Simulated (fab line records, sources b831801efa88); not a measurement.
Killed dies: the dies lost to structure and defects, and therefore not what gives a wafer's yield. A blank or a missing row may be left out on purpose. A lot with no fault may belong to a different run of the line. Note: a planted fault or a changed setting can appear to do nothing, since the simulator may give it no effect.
A lot that was struck, set against a sound lot / flow gf180mcu / 27 steps out of a route of 602
Sound: wafers L631.1, L631.3, L631.6. The struck wafers were L641.4, L641.5, L641.6. At the end, the cause is stated.
For every step that has rows: the tool of each side, followed by ch and its chambers, followed by its first start. Under that, the readings that differ: sound wafers / struck wafers / difference of the means / sigmas: that difference in standard deviations of wafers without a fault.
alike: readings whose means differ by less than 2 such deviations, and words and numbers that are the same on both sides. not compared: withheld readings, readings that some wafer has no value for, bounds like >300 that may hide the same value, and numbers for which the record gives no deviation and whose values overlap.
The two part at a step that has a row with sigmas, a row that says differs or no value, or rows on one side only. When numbers do not overlap yet have no deviation, they are printed without sigmas and do not part them. Lack of a reading on every wafer of one side parts them only where that side has two or more wafers.

GF_HV_LDD_ETCHBACK_58: etches Si3N4 in CH3F/O2, stops on SiO2, time 100 s, target depth 90 nm.
  sound on rie diel-02 ch 0,1,2, day 12 17:56; struck on rie diel-03 ch 1,2,3, day 16 06:22
  alike: drypump motor current A, oes product au, throttle valve pct
  not compared: rf hours counter h
then, 7 steps without rows for these wafers: GF_NSD_DEHYDRATE_00 (time 60 s); GF_NSD_HMDS_01 (prime time 60 s); GF_NSD_COAT_02 (resist thk 1000 nm); GF_NSD_SOFTBAKE_03 (time 60 s); GF_NSD_EXPOSE_04 (exposes mask Nplus, target cd 400 nm); GF_NSD_PEB_05; GF_NSD_DEVELOP_06 (develop time 60 s).
GF_NSD_CD_MEAS_07: the cd target is 400 nm.
  sound: cd sem-02 at day 13 13:59; struck: cd sem-02 at day 17 05:01
  alike: cd nm
GF_NSD_OVL_MEAS_08:
  sound: overlay-01 at day 13 14:06; struck: overlay-01 at day 17 05:06
  alike: NSD_OVL
then, 2 steps without rows for these wafers: GF_NSD_IMPLANT_09; GF_NSD_IMPLANT_10.
GF_NSD_STRIP_11: strips in O2/N2.
  sound on plasma asher-01 ch 0,1, day 13 14:26; struck on plasma asher-02 ch 0,1, day 17 05:27
reading=drypump motor current A (A); sound=6.1 6.0 6.1; struck=4.9 5.2 4.9; difference=-1.1; sigmas=-2
reading=oes product au (a.u.); sound=0.490 0.481 0.489; struck=0.566 0.563 0.554; difference=+0.074; sigmas=+16
reading=strip time to endpoint s (s); sound=23.02 22.99 23.02; struck=- - -; difference=no value on the struck wafers; sigmas=
reading=model.NOVOLAK_of_NSD_COAT_02.thk nm (nm); sound=0 0 0; struck=202.8 202.6 202.3; difference=+202.6; sigmas=
  alike: heater power w
  not compared: rf hours counter h
GF_NSD_TW_MEAS_12:
  sound: film metro-02 at day 13 14:32; struck: film metro-01 at day 17 05:33
  alike: NSD_TW
then, 7 steps without rows for these wafers: GF_PSD_DEHYDRATE_00 (time 60 s); GF_PSD_HMDS_01 (prime time 60 s); GF_PSD_COAT_02 (resist thk 1000 nm); GF_PSD_SOFTBAKE_03 (time 60 s); GF_PSD_EXPOSE_04 (exposes mask Pplus, target cd 400 nm); GF_PSD_PEB_05; GF_PSD_DEVELOP_06 (develop time 60 s).
GF_PSD_CD_MEAS_07: the cd target is 400 nm.
  sound: cd sem-02 at day 14 10:42; struck: cd sem-02 at day 18 04:58
  alike: cd nm
GF_PSD_OVL_MEAS_08:
  sound: overlay-02 at day 14 10:49; struck: overlay-01 at day 18 05:02
  alike: PSD_OVL
after that, 1 step had no rows for these wafers: GF_PSD_IMPLANT_09.
GF_PSD_STRIP_10: strips in O2/N2.
  sound on plasma asher-03 ch 0,1, day 14 11:00; struck on plasma asher-03 ch 0,1, day 18 05:14
reading=oes product au (a.u.); sound=0.588 0.591 0.582; struck=0.603 0.609 0.612; difference=+0.021; sigmas=+5
reading=strip time to endpoint s (s); sound=16.64 16.59 16.63; struck=19.71 19.70 19.75; difference=+3.10; sigmas=+84
  alike: drypump motor current A, heater power w
  not compared: rf hours counter h
GF_PSD_TW_MEAS_11:
  sound: film metro-02 at day 14 11:06; struck: film metro-02 at day 18 05:36
reading=PSD_TW; sound=3208 3231 3242; struck=30 30 30; difference=-3197; sigmas=-99 or more
  not compared: hold
after that, 1 step had no rows for these wafers: GF_PASSIVATION_PROBE_99.

## WHERE THEY PART
First at GF_NSD_STRIP_11; last, within this record, at GF_PSD_TW_MEAS_11.

WHY: what the simulator had put in
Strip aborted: plasma asher-02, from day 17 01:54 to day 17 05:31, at GF_NSD_STRIP_11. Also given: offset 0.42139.
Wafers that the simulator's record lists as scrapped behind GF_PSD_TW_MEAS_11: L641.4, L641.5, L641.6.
